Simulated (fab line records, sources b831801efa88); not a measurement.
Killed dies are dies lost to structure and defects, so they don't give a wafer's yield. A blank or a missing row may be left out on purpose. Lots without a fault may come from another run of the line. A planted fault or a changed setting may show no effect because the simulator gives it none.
fab line records | flow sky130
record lots=13 wafers=39 last_day=50
route steps=708 shown POLY_GATE@227 LDD_P@259
lots that met no fault: from a run of the same line without faults
start_h: hours from the record's first day to the start of the lot's first wafer shown | wait_h: hours since the lot's step before | " the same as in the row above | L1.1+2: a row that stands for several wafers | - no value, or no start given | * or withheld: withheld | < > ~ a bound
route shown NAME@n: a module of which the file shows steps, and the number in the route of the first | usual: mean/standard deviation of fault-free wafers | same: alike in all rows | chamber/n: place in a boat | sites: the reading at each site | _std_site: their standard deviation | _edge_site: outer sites' mean less inner sites' | radius_mm: how far each site lies from the wafer's centre | mask NAME#n: copy n | behind: the tool/chamber that last shaped the wafer | hold: why the lot was held/for how many hours/how that ended | device: the transistor (n, p or np) that didn't switch | end of line: the same wafers' tests at the end of the route | a step without rows: its recipe alone | killed: dies lost to structure and defects at the first sort, not the wafer's yield | map: a wafer's dies, x killed, . not, _ none there
set.NAME: the setting as run; set.NAME@STEP: as run at that earlier step | model.NAME: the simulator's own value behind a step, which no gauge read
steps of the route over a sample of lots; a table a step, a row a wafer
services: from which hour (start_h, from the record's first day; less than 0 if before it) a tool's chamber was out of use, for how many hours, and why
## steps
# step SKY_POLY_GATE_CD_MEAS_13
# recipe target_cd_nm=150
# usual cd_nm=149.9/1.5
# columns lot.wafer tool chamber start_h wait_h cd_nm
L257.1 cd_sem-01 - 371.85 - 150.7
L257.2 " - " " 150.1
L257.5 " - " " 149.7
L259.2 cd_sem-01 - 389.88 - 152.3
L259.4 " - " " 153.2
L259.5 " - " " 152.5
L261.2 cd_sem-01 - 415.37 - 150.3
L261.4 " - " " 151.0
L261.5 " - " " 150.8
L262.3 cd_sem-02 - 418.34 - 151.3
L262.5 " - " " 151.9
L262.6 " - " " 152.1
L264.3 cd_sem-02 - 434.25 - 145.9
L264.4 " - " " 147.6
L264.5 " - " " 147.5
L270.1 cd_sem-02 - 494.32 - 151.6
L270.2 " - " " 151.0
L270.5 " - " " 151.5
L271.2 cd_sem-02 - 547.38 - 148.6
L271.3 " - " " 147.8
L271.5 " - " " 146.8
L272.3 cd_sem-01 - 548.70 - 149.1
L272.4 " - " " 149.0
L272.6 " - " " 149.0
L273.1 cd_sem-01 - 549.45 - 150.1
L273.3 " - " " 150.6
L273.4 " - " " 149.8
L275.1 cd_sem-02 - 549.80 - 153.1
L275.2 " - " " 150.9
L275.3 " - " " 151.3
L276.2 cd_sem-01 - 555.52 - 151.1
L276.4 " - " " 150.7
L276.6 " - " " 150.2
L278.2 cd_sem-02 - 560.22 - 148.6
L278.3 " - " " 148.0
L278.5 " - " " 148.2
L279.2 cd_sem-01 - 575.32 - 148.7
L279.5 " - " " 146.9
L279.6 " - " " 148.8
# step SKY_POLY_GATE_THK_MEAS_21
# recipe reads=SiO2_of_POLY_GATE_OXIDATION_20
# usual POLY_GATE_OXIDATION_THK=4.00/0.085
# columns lot.wafer tool chamber start_h wait_h POLY_GATE_OXIDATION_THK[nm]
L257.1 film_metro-04 - 374.01 0.0 4.04
L257.2 " - " " 4.02
L257.5 " - " " 4.07
L259.2 film_metro-04 - 392.39 0.0 3.97
L259.4 " - " " 4.10
L259.5 " - " " 3.95
L261.2 film_metro-01 - 418.75 0.0 4.00
L261.4 " - " " 3.93
L261.5 " - " " 3.99
L262.3 film_metro-01 - 421.36 0.0 4.05
L262.5 " - " " 3.98
L262.6 " - " " 4.05
L264.3 film_metro-04 - 436.94 0.0 4.16
L264.4 " - " " 4.07
L264.5 " - " " 4.11
L270.1 film_metro-03 - 496.80 0.0 4.06
L270.2 " - " " 4.08
L270.5 " - " " 4.02
L271.2 film_metro-04 - 549.17 0.0 3.93
L271.3 " - " " 3.98
L271.5 " - " " 3.90
L272.3 film_metro-01 - 550.48 0.0 3.95
L272.4 " - " " 3.94
L272.6 " - " " 3.93
L273.1 film_metro-03 - 551.71 0.0 3.99
L273.3 " - " " 3.94
L273.4 " - " " 3.92
L275.1 film_metro-01 - 551.71 0.0 4.08
L275.2 " - " " 3.95
L275.3 " - " " 4.03
L276.2 film_metro-04 - 557.89 0.0 3.91
L276.4 " - " " 3.86
L276.6 " - " " 3.93
L278.2 film_metro-01 - 562.01 0.0 3.88
L278.3 " - " " 3.92
L278.5 " - " " 3.96
L279.2 film_metro-03 - 577.10 0.0 3.97
L279.5 " - " " 4.06
L279.6 " - " " 3.93
# step SKY_LDD_P_EXPOSE_04
# recipe mask_id=PSDM na=0.6 source_shape=conventional sigma_outer=0.6 polarization=unpolarized target_cd_nm=380 dose_mj=138
# same sigma_outer=0.6
# columns lot.wafer tool chamber start_h wait_h mask
L257.1+2+5 iline_stepper-01 0 425.84 - PSDM#0
L259.2+4+5 iline_stepper-01 0 437.20 - PSDM#0
L261.2+4+5 iline_stepper-01 0 465.73 - PSDM#0
L262.3+5+6 iline_stepper-01 0 467.86 - NTM#0
L264.3+4+5 iline_stepper-01 0 483.83 - PSDM#0
L270.1+2+5 iline_stepper-01 0 543.86 - PSDM#0
L271.2+3+5 iline_stepper-01 0 595.03 - PSDM#0
L272.3+4+6 iline_stepper-02 0 596.57 - PSDM#0
L275.1+2+3 iline_stepper-02 0 597.38 - PSDM#0
L273.1+3+4 iline_stepper-01 0 598.09 - PSDM#0
L276.2+4+6 iline_stepper-02 0 603.53 - PSDM#0
L278.2+3+5 iline_stepper-01 0 607.35 - PSDM#0
L279.2+5+6 iline_stepper-01 0 620.91 - PSDM#0
# step SKY_LDD_P_CD_MEAS_07
# recipe target_cd_nm=380
# usual cd_nm=380.4/2.8
# columns lot.wafer tool chamber start_h wait_h cd_nm
L257.1 cd_sem-02 - 439.80 0.1 381.0
L257.2 " - " " 381.8
L257.5 " - " " 381.8
L259.2 cd_sem-02 - 452.12 0.1 378.0
L259.4 " - " " 379.3
L259.5 " - " " 382.6
L261.2 cd_sem-01 - 481.32 0.1 374.5
L261.4 " - " " 375.8
L261.5 " - " " 374.4
L262.3 cd_sem-01 - 483.10 0.1 -
L262.5 " - " " -
L262.6 " - " " -
L264.3 cd_sem-02 - 498.55 0.1 380.3
L264.4 " - " " 383.0
L264.5 " - " " 382.3
L270.1 cd_sem-01 - 558.11 0.2 382.2
L270.2 " - " " 382.5
L270.5 " - " " 383.7
L271.2 cd_sem-01 - 609.67 0.1 383.3
L271.3 " - " " 387.0
L271.5 " - " " 387.0
L272.3 cd_sem-02 - 610.94 0.1 380.5
L272.4 " - " " 380.9
L272.6 " - " " 382.8
L275.1 cd_sem-02 - 611.46 0.1 378.9
L275.2 " - " " 377.9
L275.3 " - " " 374.5
L273.1 cd_sem-01 - 612.41 0.1 375.7
L273.3 " - " " 376.7
L273.4 " - " " 375.0
L276.2 cd_sem-02 - 617.58 0.1 384.7
L276.4 " - " " 382.4
L276.6 " - " " 382.4
L278.2 cd_sem-01 - 621.08 0.1 377.6
L278.3 " - " " 378.5
L278.5 " - " " 379.1
L279.2 cd_sem-02 - 635.28 0.1 381.4
L279.5 " - " " 382.3
L279.6 " - " " 379.6
# step SKY_LDD_P_STRIP_10
# recipe chemistry=O2/N2 power_w=1400 pressure_mtorr=1500 platen_temp_c=withheld o2_flow_sccm=3000 n2_flow_sccm=300 overash_fraction=0.5
# usual drypump_motor_current_A=5.4/0.31 oes_product_au=0.715/0.0047 strip_time_to_endpoint_s=14.20/0.045
# same overash_fraction=0.5
# columns lot.wafer tool chamber start_h wait_h drypump_motor_current_A oes_product_au rf_hours_counter_h strip_time_to_endpoint_s
L257.1 plasma_asher-03 0 440.11 0.1 4.8 0.714 76 14.20
L257.2 " 1 " " 5.9 0.719 76 14.16
L257.5 " 1 " " 5.9 0.714 - 14.14
L259.2 plasma_asher-03 0 452.49 0.1 4.8 0.715 78 14.14
L259.4 " 0 " " 4.8 0.723 - 14.19
L259.5 " 1 " " 5.9 0.716 - 14.19
L261.2 plasma_asher-04 1 481.61 0.1 5.4 0.707 36 14.22
L261.4 " 1 " " 5.4 0.716 - 14.21
L261.5 " 1 " " 5.4 0.717 - 14.26
L262.3 plasma_asher-04 0 483.40 0.1 5.6 0.712 - 14.17
L262.5 " 0 " " 5.6 0.720 - 14.22
L262.6 " 1 " " 5.4 0.712 - 14.25
L264.3 plasma_asher-04 0 498.85 0.1 5.6 0.719 - 14.21
L264.4 " 1 " " 5.4 0.722 - 14.22
L264.5 " 0 " " 5.6 0.706 - 14.19
L270.1 plasma_asher-01 1 558.41 0.1 5.3 0.719 12 14.22
L270.2 " 0 " " 5.2 0.715 12 14.23
L270.5 " 0 " " 5.2 0.714 - 14.18
L271.2 plasma_asher-03 0 609.96 0.1 4.8 0.721 93 14.15
L271.3 " 1 " " 5.9 0.719 - 14.22
L271.5 " 0 " " 4.8 0.714 - 14.18
L272.3 plasma_asher-04 1 611.24 0.1 5.4 0.718 - 14.18
L272.4 " 0 " " 5.6 0.707 - 14.14
L272.6 " 1 " " 5.4 0.722 - 14.12
L275.1 plasma_asher-04 0 611.76 0.1 5.6 0.708 49 14.21
L275.2 " 1 " " 5.4 0.717 49 14.20
L275.3 " 0 " " 5.6 0.718 - 14.24
L273.1 plasma_asher-01 0 612.72 0.1 5.2 0.713 18 14.18
L273.3 " 1 " " 5.3 0.725 - 14.21
L273.4 " 0 " " 5.2 0.704 - 14.15
L276.2 plasma_asher-01 0 617.86 0.1 5.3 0.711 18 14.16
L276.4 " 0 " " 5.3 0.709 - 14.19
L276.6 " 0 " " 5.2 0.712 - 14.18
L278.2 plasma_asher-01 0 621.36 0.1 5.2 0.715 19 14.22
L278.3 " 0 " " 5.3 0.720 - 14.16
L278.5 " 0 " " 5.2 0.711 - 14.19
L279.2 plasma_asher-01 1 635.56 0.1 5.3 0.717 20 14.28
L279.5 " 1 " " 5.4 0.715 - 14.28
L279.6 " 0 " " 5.3 0.717 - 14.22
# step SKY_LDD_P_TW_MEAS_11
# usual LDD_P_TW=636/3.6
# columns lot.wafer tool chamber start_h wait_h LDD_P_TW
L257.1 film_metro-04 - 440.21 0.1 638
L257.2 " - " " 637
L257.5 " - " " 637
L259.2 film_metro-01 - 452.60 0.1 639
L259.4 " - " " 640
L259.5 " - " " 641
L261.2 film_metro-02 - 481.72 0.1 636
L261.4 " - " " 633
L261.5 " - " " 634
L262.3 film_metro-02 - 483.49 0.1 30
L262.5 " - " " 30
L262.6 " - " " 30
L264.3 film_metro-04 - 498.93 0.1 638
L264.4 " - " " 639
L264.5 " - " " 641
L270.1 film_metro-04 - 558.51 0.1 640
L270.2 " - " " 639
L270.5 " - " " 639
L271.2 film_metro-02 - 610.07 0.1 629
L271.3 " - " " 632
L271.5 " - " " 632
L272.3 film_metro-02 - 611.33 0.1 630
L272.4 " - " " 630
L272.6 " - " " 632
L275.1 film_metro-01 - 611.86 0.1 630
L275.2 " - " " 631
L275.3 " - " " 631
L273.1 film_metro-01 - 612.82 0.1 631
L273.3 " - " " 634
L273.4 " - " " 631
L276.2 film_metro-02 - 617.97 0.1 633
L276.4 " - " " 633
L276.6 " - " " 631
L278.2 film_metro-04 - 621.47 0.1 637
L278.3 " - " " 636
L278.5 " - " " 636
L279.2 film_metro-04 - 635.67 0.1 641
L279.5 " - " " 637
L279.6 " - " " 645
## services
# columns tool chamber start_h hours kind
plasma_asher-03 - 408.43 2.8 pm
iline_stepper-01 - 416.61 8.9 pm
iline_stepper-02 - 418.34 6.9 repair
plasma_asher-01 - 421.25 9.0 pm
plasma_asher-01 0 421.25 9.0 vent_cycle
plasma_asher-01 1 421.25 9.0 vent_cycle
iline_stepper-02 - 429.19 18.5 repair
plasma_asher-01 0 430.25 - clean
plasma_asher-01 1 430.25 - clean
iline_stepper-02 0 433.58 - calibration
iline_stepper-02 - 491.98 2.7 repair
plasma_asher-04 - 523.65 2.8 pm
iline_stepper-02 - 535.13 8.1 repair
iline_stepper-02 - 563.30 1.7 pm
plasma_asher-03 - 565.25 7.8 pm
iline_stepper-01 0 576.01 - calibration
iline_stepper-01 - 590.09 1.7 pm
plasma_asher-01 - 596.66 2.8 pm
## key
first_sign step=SKY_LDD_P_EXPOSE_04 reading=mask direction=changed
effect step=SKY_LDD_P_CD_MEAS_07 reading=cd_nm direction=missing
effect step=SKY_LDD_P_TW_MEAS_11 reading=LDD_P_TW direction=down sigmas=99+ usual=636 struck=30
met_at SKY_LDD_P_EXPOSE_04
struck_lots L262
sort_left_out L262.3,L262.5,L262.6
tester_left_out L262
not_acting_at SKY_POLY_GATE_CD_MEAS_13,SKY_POLY_GATE_THK_MEAS_21,SKY_LDD_P_STRIP_10
onset_between 465.73 467.86
fault kind=wrong_mask tool=any chamber=- onset_h=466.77 steps=SKY_LDD_P_EXPOSE_04 aux_copy=NTM#0 scope=struck_lots_only
# tester_left_out: of these lots the tester's yield and bins aren't shown, on N5 and GAA mostly nor the transistor test; their killed dies are dies lost to structure and defects alone, not to doping, threshold or leakage, so they don't give the yield
# sort_left_out: the simulated sort isn't trusted on such a fault, so these wafers' sort isn't shown, and their yield isn't known
